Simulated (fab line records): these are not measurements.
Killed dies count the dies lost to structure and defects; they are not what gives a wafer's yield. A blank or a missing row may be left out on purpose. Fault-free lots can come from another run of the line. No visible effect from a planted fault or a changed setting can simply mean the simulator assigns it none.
8D (eight disciplines) problem report, filled in by code	flow sky130	the parts of the form that need people (team, actions taken, sign-off) are left out

1. WHAT WENT WRONG
POLY_GATE_CVD_03_THK at SKY_POLY_GATE_THK_MEAS_04 reads a mean of 134.9 nm on 9 wafers of 3 lots; wafers without a fault read 74.7 nm with a standard deviation of 0.68. That puts it +88 standard deviations away from the usual mean.
Earliest sighting: wafer L271.1 on film-metro-01 at day 16 11:04. The record holds 30 wafers of 10 lots with a number at this step. The rule behind "out" and "out of limits": a value lying over 4 standard deviations away from the usual mean. All remaining wafers that have a number are taken as sound.

2. WHAT IT IS, AND WHAT IT ISN'T
question	is	is not
which readings at this step	POLY_GATE_CVD_03_THK	-
which lots	L271, L272, L273	L280, L281, L283, L286, L288, L289, L290
which wafers of those lots	all that have a number	-
read on which gauges	film-metro-01, film-metro-04	film-metro-03
when	from day 16 11:04	up to then (0 sound wafers); but 21 sound wafers of L280, L281, L283, L286, L288, L289, L290 came after

3. THE SUSPECTS, EACH WITH WHAT RULES IT OUT
Counting: a tool at any process step up to the reading remains a suspect when it ran all the lots that are out and ran no sound lot after the first of those.
- the gauge at SKY_POLY_GATE_THK_MEAS_04: ruled out. The wafers that are out were read on 2 gauges (film-metro-01, film-metro-04).
- lpcvd-02 at SKY_POLY_GATE_CVD_03 (deposits Si3N4 from DCS/NH3, target thk 75 nm, time 1290 s): ruled out as a lasting fault. After its first lot that is out, L271 (day 16 09:43), sound lots L280, L281, L283, L286, L288, L289, L290 ran on it.
Left after counting: nothing in the record.

4. THE CAUSE (what the simulator had put in)
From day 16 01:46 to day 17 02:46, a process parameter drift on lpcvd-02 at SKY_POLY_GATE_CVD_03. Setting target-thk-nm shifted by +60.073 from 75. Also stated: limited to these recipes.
It was ruled out by counting, in error; the rule expects a fault to strike all lots run on its tool from its start on, and this fault did not.

5. THE CHAIN OF EFFECTS, in route order
One row per reading whose mean, taken over the struck wafers that have a number, lies over 3 standard deviations from the usual. Scope: only readings with a usual standard deviation given in the record; hours: median across lots of the time from each lot's start at the first step in this table that gives one to its start at this step; sigmas: change in usual standard deviations.
hours	step	reading	usual	on struck wafers	change	sigmas
0	SKY_POLY_GATE_THK_MEAS_04	POLY_GATE_CVD_03_THK	74.7 nm	134.9	+60.2	+88
29	SKY_POLY_GATE_ETCH_16	oes-product-au	0.639 a.u.	0.850	+0.211	+38
29	SKY_POLY_GATE_ETCH_16	throttle-valve-pct	10.536 %	10.567	+0.031	+3.3
220	SKY_POLY_CUT_ETCH_11	oes-product-au	0.828 a.u.	1.005	+0.177	+26
724	SKY_PAD_OPEN_PROBE_99	killed-at-front-end	15	427	+412	+94
724	SKY_PAD_OPEN_PROBE_99	killed-dies	85	492	+407	+43
724	SKY_PAD_OPEN_PROBE_99	killed-on-rim	16	96	+80	+22
Its process steps:
- SKY_POLY_GATE_ETCH_16: etches Si3N4 in CH3F/O2, stops on poly-Si, time 147.5 s, target depth 75 nm.
- SKY_POLY_CUT_ETCH_11: etches Si3N4 in CF4/CH2F2/Ar, stops on poly-Si, time 42.5 s, target depth 60 nm.
- SKY_PAD_OPEN_PROBE_99
At these later measuring or inspecting steps, every struck wafer for which the step has a row has a number for every such reading, and none has moved that far: SKY_POLY_GATE_CD_MEAS_22.

6. WHAT WOULD HAVE CAUGHT IT SOONER
In this record the first reading out of limits at a measuring or inspecting step was taken at day 16 11:04, 9 hours after the fault began at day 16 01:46.
An alarm limit of 4 standard deviations would not have fired on the tool readings at SKY_POLY_GATE_CVD_03 for which the record gives a usual standard deviation, since none of them was out on any struck wafer.
